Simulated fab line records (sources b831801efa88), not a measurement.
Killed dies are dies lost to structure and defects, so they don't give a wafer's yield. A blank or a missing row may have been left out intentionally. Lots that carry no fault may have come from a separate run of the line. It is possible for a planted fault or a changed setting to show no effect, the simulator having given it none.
Which of the tools did it? :: flow gf180mcu :: 18 wafers from 6 lots sampled at 2 of the route's 602 steps

== WHAT THE GAUGES READ, wafer by wafer ==
GF_VT_IMPLANT_OVL_MEAS_07.
lot: L507
measured: day 6 09:31
on: overlay-01
VT_IMPLANT_OVL (nm): -2.7 -2.5 -1.4

lot: L516
measured: day 8 16:58
on: overlay-02
VT_IMPLANT_OVL (nm): - - -

lot: L518
measured: day 9 07:50
on: overlay-01
VT_IMPLANT_OVL (nm): - - -

lot: L520
measured: day 9 17:37
on: overlay-01
VT_IMPLANT_OVL (nm): -1.4 -0.8 -1.7

lot: L523
measured: day 10 12:53
on: overlay-01
VT_IMPLANT_OVL (nm): 0.0 -1.1 -2.0

lot: L527
measured: day 11 13:47
on: overlay-01
VT_IMPLANT_OVL (nm): -0.4 -1.0 -1.8

== TOOL THAT RAN EACH LOT (tool first, then ch and the chambers of the sampled wafers, then the start) ==
lot: L507
GF_VT_IMPLANT_COAT_02: litho-track-02 ch 0, day 6 01:53

lot: L516
GF_VT_IMPLANT_COAT_02: litho-track-02, day 8 08:28

lot: L518
GF_VT_IMPLANT_COAT_02: litho-track-02, day 8 23:13

lot: L520
GF_VT_IMPLANT_COAT_02: litho-track-02 ch 0, day 9 08:44

lot: L523
GF_VT_IMPLANT_COAT_02: litho-track-02 ch 0, day 10 03:50

lot: L527
GF_VT_IMPLANT_COAT_02: litho-track-03 ch 0, day 11 04:02
- GF_VT_IMPLANT_COAT_02: resist thk 1000 nm.

== THE ANSWER, worked out from the rows above alone ==
Rule: the usual values come from the lots themselves. Put in order of their means at a reading, lots are off if they are a third of the lots or fewer, leave a main group of 4 or more, and stand apart from it by a gap of 3 or more times the standard deviation of the main group's means; of several such gaps the widest counts. If all means in a main group match to the digits the tables above print for the reading, that group is not used. Also off: a lot with no number at a reading for which 4 or more lots have one. The other lots that the step has rows for count as sound.
Off: L516, L518, at GF_VT_IMPLANT_OVL_MEAS_07 (VT_IMPLANT_OVL). Without a number there: L516, L518. For the main group the mean is -1.4 nm and the standard deviation 0.47.
If a tool, at a process step before that reading, ran all the lots that are off and no sound lot after the first of them, it fits. Those tools and the gauges at GF_VT_IMPLANT_OVL_MEAS_07 are tried in the same way. None of those tried fits.

== WHAT THE SIMULATOR HAD INSERTED ==
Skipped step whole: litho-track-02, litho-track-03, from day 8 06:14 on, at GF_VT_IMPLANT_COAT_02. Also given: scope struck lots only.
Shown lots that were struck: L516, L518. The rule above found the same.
